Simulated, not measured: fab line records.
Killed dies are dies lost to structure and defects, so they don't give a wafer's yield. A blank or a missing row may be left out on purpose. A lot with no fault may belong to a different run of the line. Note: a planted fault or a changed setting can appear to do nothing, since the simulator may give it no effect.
Struck lot and sound lot, side by side | flow sky130 | 17 out of 708 route steps
Sound: wafers L251.1, L251.2, L251.3. Wafers L257.2, L257.3, L257.5 were the ones struck. The cause is given at the end.
At each step with rows: each side's tool, then ch and its chambers, then its first start. Under that, the readings that differ: sound wafers | struck wafers | difference of the means | sigmas: that difference in standard deviations of wafers without a fault.
alike: same words and numbers on both sides, and readings whose means sit less than 2 such deviations apart. not compared: any withheld reading, any reading some wafer has no value for, any bound like >300 that may hide the same value, and any number with overlapping values for which the record gives no deviation.
A row with sigmas, a row that says differs or no value, or rows on one side alone: a step with any of these is where the two part. Non-overlapping numbers with no deviation appear without sigmas and do not part them. A reading that every wafer of one side lacks parts them only if that side has two wafers or more.

SKY_LDD_HVP_TW_MEAS_10:
  sound on filmMetro-02 at day 25 05:59; struck on filmMetro-02 at day 27 17:12
  alike: LDD_HVP_TW
then, 7 steps without rows for these wafers: SKY_LDD_LDN_DEHYDRATE_00 (time 60 s); SKY_LDD_LDN_HMDS_01 (prime time 60 s); SKY_LDD_LDN_COAT_02 (resist thk 1140 nm); SKY_LDD_LDN_SOFTBAKE_03 (time 60 s); SKY_LDD_LDN_EXPOSE_04 (exposes mask LDNTM, target cd 700 nm); SKY_LDD_LDN_PEB_05; SKY_LDD_LDN_DEVELOP_06 (develop time 60 s).
SKY_LDD_LDN_OVL_MEAS_07:
  sound on overlay-01 at day 26 10:27; struck on overlay-02 at day 28 21:01
  alike: LDD_LDN_OVL
then, 3 steps without rows for these wafers: SKY_LDD_LDN_IMPLANT_08; SKY_LDD_LDN_IMPLANT_09; SKY_LDD_LDN_IMPLANT_10.
SKY_LDD_LDN_IMPLANT_11:
  sound on implanter-01 ch 0, day 26 10:56; struck on implanter-01 ch 0, day 28 21:31
reading          | sound                            | struck                   | difference | sigmas
doseIonsCm2      | 1.2495e+13 1.2518e+13 1.2503e+13 | 6e+12 5.981e+12 5.99e+12 | -7e+12     | -99 or more
faradayCurrentUA | 72.0 72.2 68.4                   | 34.5 34.0 34.1           | -36.7      | -26
  alike: endStationPressureTorr
SKY_LDD_LDN_STRIP_12: strips in O2/N2.
  sound on plasmaAsher-01 ch 0,1, day 26 11:05; struck on plasmaAsher-02 ch 0,1, day 28 21:38
  alike: drypumpMotorCurrentA, n2FlowSccm, oesProductAu, stripTimeToEndpointS
  not compared: rfHoursCounterH
SKY_LDD_LDN_TW_MEAS_13:
  sound on filmMetro-01 at day 26 11:11; struck on filmMetro-04 at day 28 21:45
reading    | sound          | struck         | difference | sigmas
LDD_LDN_TW | 1493 1498 1492 | 1432 1430 1428 | -64        | -8
then, 1 step without rows for these wafers: SKY_LDD_LDN_CLEAN_14 (cleans in SC1/SC2, time 150 s).
-- a jump in the record: the struck wafers' starts before and after are 21 days apart (it breaks off in module LDD_LDN and resumes in module PAD_OPEN, where the first step shown is number 708 of the route) --
SKY_PAD_OPEN_PROBE_99:
  sound on prober-02 at day 48 09:12; struck on prober-02 at day 49 21:14
reading                      | sound          | struck         | difference | sigmas
model.etest.tipSonos.rsOhmSq | 2703 2721 2648 | 2767 2790 2775 | +87        | 
  alike: killed_at_M0_to_M3, killed_at_M4_up, killedAtContacts, killedAtFrontEnd, killedAtOther, killedDies, killedOpen, killedShort

WHERE THEY PART
First at SKY_LDD_LDN_IMPLANT_11; last, within this record, at SKY_LDD_LDN_TW_MEAS_13. Later steps at which nothing parts them and some readings are alike: SKY_PAD_OPEN_PROBE_99.

WHY: what the simulator had put in
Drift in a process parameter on implanter-01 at SKY_LDD_LDN_IMPLANT_11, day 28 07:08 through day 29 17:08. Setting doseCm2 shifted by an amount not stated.
